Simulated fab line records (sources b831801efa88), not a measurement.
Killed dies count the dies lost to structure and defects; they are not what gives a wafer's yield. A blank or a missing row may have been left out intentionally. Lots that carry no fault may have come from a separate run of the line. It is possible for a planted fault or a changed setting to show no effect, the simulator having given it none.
A lot that was struck, set against a sound lot / flow gf180mcu / 14 out of 602 route steps
Sound: the wafers L143.3, L143.4, L143.6. Wafers L131.1, L131.2, L131.3 were the ones struck. The cause is named last.
Per side, at each step with rows, come the tool, then ch with its chambers, and then its first start. Under that, the readings that differ: sound wafers / struck wafers / difference of the means / sigmas: that difference in standard deviations of wafers without a fault.
alike: readings with means less than 2 such deviations apart, plus words and numbers identical on both sides. not compared: withheld readings, readings lacking a value on some wafer, bounds such as >300 that could conceal the same value, and numbers that have no deviation in the record and whose values overlap.
The two part at a step that has a row with sigmas, a row that says differs or no value, or rows on one side only. When numbers do not overlap yet have no deviation, they are printed without sigmas and do not part them. Lack of a reading on every wafer of one side parts them only where that side has two or more wafers.

first, 2 steps without rows for these wafers: GF_V5_STRIP_19 (strips in post etch residue remover, time 1200 s); GF_V5_CLEAN_20 (cleans in DIW).
GF_V5_SPUTTER_21: material Ti, target thk 15 nm, time 80.02 s.
  struck on pvd-sputter-01, day 28 11:43; sound on pvd-sputter-02, day 32 00:22
  alike: cathode-dc-power-W, chamber-pressure-pa, throttle-valve-pct
then, 1 step without rows for these wafers: GF_V5_SPUTTER_22 (material TiN, target thk 10 nm, time 40 s).
GF_V5_CVD_23: deposits W, target thk 350 nm, time 104.9 s.
  sound on cvd-w-01 ch 0,1, day 32 00:31; struck on cvd-w-01 ch 0,1, day 28 11:49
  alike: heater-power-w
GF_V5_RS_MEAS_24: uses a four-point probe to measure.
  struck on film-metro-03, day 28 11:56; sound on film-metro-04, day 32 00:37
  alike: V5_W_RS
GF_V5_THK_MEAS_25: measures by xrf.
  struck on film-metro-03, day 28 12:03; sound on film-metro-04, day 32 00:43
  alike: V5_W_THK
GF_V5_CMP_26: polishes, stops on SiO2, t overpolish 15 s, target thk 0 nm.
  sound on cmp-02 ch 0,2, day 32 00:50; struck on cmp-01 ch 0,2,3, day 28 12:07
  alike: motor-current-A, overpolish-run-s, time-to-endpoint-s
then, 1 step without rows for these wafers: GF_TOP_METAL_SPUTTER_00 (material Ti, target thk 37.5 nm, time 150 s).
GF_TOP_METAL_SPUTTER_01: material TiN, target thk 30 nm, time 25 s.
  struck on pvd-sputter-03, day 28 12:31; sound on pvd-sputter-04, day 32 01:14
  alike: cathode-dc-power-W, chamber-pressure-pa, throttle-valve-pct
then, 1 step without rows for these wafers: GF_TOP_METAL_SPUTTER_02 (material AlCu, target thk 900 nm, time 47.82 s).
GF_TOP_METAL_SPUTTER_03: material Ti, target thk 5 nm, time 3.3 s.
  struck on pvd-sputter-03, day 28 12:35; sound on pvd-sputter-04, day 32 01:18
  alike: cathode-dc-power-W, chamber-pressure-pa, throttle-valve-pct
GF_TOP_METAL_SPUTTER_04: material TiN, target thk 25 nm, time 20.8 s.
  struck on pvd-sputter-03, day 28 12:36; sound on pvd-sputter-04, day 32 01:19
  no value came back on the struck wafers for cathode-dc-power-W (W), chamber-pressure-pa (Pa), throttle-valve-pct (%); on the sound wafers cathode-dc-power-W (W) reads 6501.0 6500.9 6500.9
GF_TOP_METAL_THK_MEAS_06: measures by xrf.
  struck on film-metro-04, day 28 14:37; sound on film-metro-01, day 32 01:29
reading=TOP_METAL_ALCU_THK (nm); sound=871 873 879; struck=921 939 933; difference=+57; sigmas=+8
  not compared: hold

== WHERE THEY PART ==
First at GF_TOP_METAL_SPUTTER_04; last, within this record, at GF_TOP_METAL_THK_MEAS_06.

WHY: what the simulator had put in
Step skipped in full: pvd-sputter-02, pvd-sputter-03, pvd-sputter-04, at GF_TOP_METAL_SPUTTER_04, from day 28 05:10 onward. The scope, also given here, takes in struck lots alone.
